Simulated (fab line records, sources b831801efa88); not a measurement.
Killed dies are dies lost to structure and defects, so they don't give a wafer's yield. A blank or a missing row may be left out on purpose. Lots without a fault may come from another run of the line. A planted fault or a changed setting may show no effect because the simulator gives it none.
One fault seen from 2 desks | flow sky130 | each desk has only its own numbers; what lay behind them comes last

THE TOOL OWNER'S DESK: pvd_sputter-04
The tool's own readings at SKY_METAL4_SPUTTER_03 (material Ti, target thk 5 nm, time 3.3 s): means of the sampled wafers that have a number, for each lot that ran on this tool. A lot is out of limits, marked OUT, if its mean lies more than 4 standard deviations from the usual mean; the brackets give that distance.
Columns: A = chamber_pressure_pa at SKY_METAL4_SPUTTER_03, usual 0.3999 Pa; B = throttle_valve_pct at SKY_METAL4_SPUTTER_03, usual 29.7 %
lot  | first seen here | A                | B
L611 | day 40 10:02    | 0.4002           | 29.8
L613 | day 41 07:10    | 0.3832 (-12) OUT | 30.6
L615 | day 42 00:29    | 0.3674 (-23) OUT | 31.4
L627 | day 44 12:36    | 0.4000           | 29.8
L629 | day 45 10:32    | 0.4003           | 29.8
L632 | day 45 20:45    | 0.4006           | 30.0
This desk's finding: out of limits on L613, L615; first on L613, day 41 07:10 (chamber_pressure_pa at SKY_METAL4_SPUTTER_03). In limits: L611, L627, L629, L632.

THE METROLOGY DESK
What the gauges read, lot by lot, whatever tool the lot ran on: means of the sampled wafers that have a number. A lot is out of limits, marked OUT, if its mean lies more than 4 standard deviations from the usual mean; the brackets give that distance.
Columns: A = cd_nm at SKY_VIA3_CD_MEAS_12, usual 199.8 nm; B = VIA3_W_THK at SKY_VIA3_THK_MEAS_23, usual 387 nm
lot  | first seen here | A     | B
L611 | day 40 08:26    | 200.0 | 385
L613 | day 41 05:26    | 200.2 | 389
L614 | day 41 21:47    | 201.3 | 388
L615 | day 41 22:51    | 201.6 | 376
L616 | day 42 01:23    | 198.6 | 386
L620 | day 42 19:23    | 199.9 | 384
L622 | day 43 02:58    | 199.9 | 379
L623 | day 43 14:14    | 199.4 | 389
L625 | day 43 21:59    | 198.0 | 385
L627 | day 44 11:04    | 200.7 | 395
L629 | day 45 08:58    | 199.7 | 384
L631 | day 45 14:14    | 199.1 | 398
L632 | day 45 19:11    | 201.6 | 384
This desk's finding: nothing out of limits on any of the 13 lots.

PUT TOGETHER
The tool owner's desk could have raised an alarm at day 41 07:10, on L613, L615.
The metrology desk saw nothing out of limits.
The metrology desk has L613, L615 on record, within its limits.
Of the lots named, all ran SKY_METAL4_SPUTTER_03 on pvd_sputter-04.

WHAT THE SIMULATOR HAD PUT IN
Process parameter drift: pvd_sputter-04, from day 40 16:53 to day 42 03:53, at SKY_METAL4_SPUTTER_03. Setting chamber_pressure_pa, moved by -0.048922, from 0.4. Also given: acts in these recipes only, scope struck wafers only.
Lots struck among those shown: L613, L615.
Hours from the fault's start to each desk's first reading out of limits: the tool owner's desk, 14.
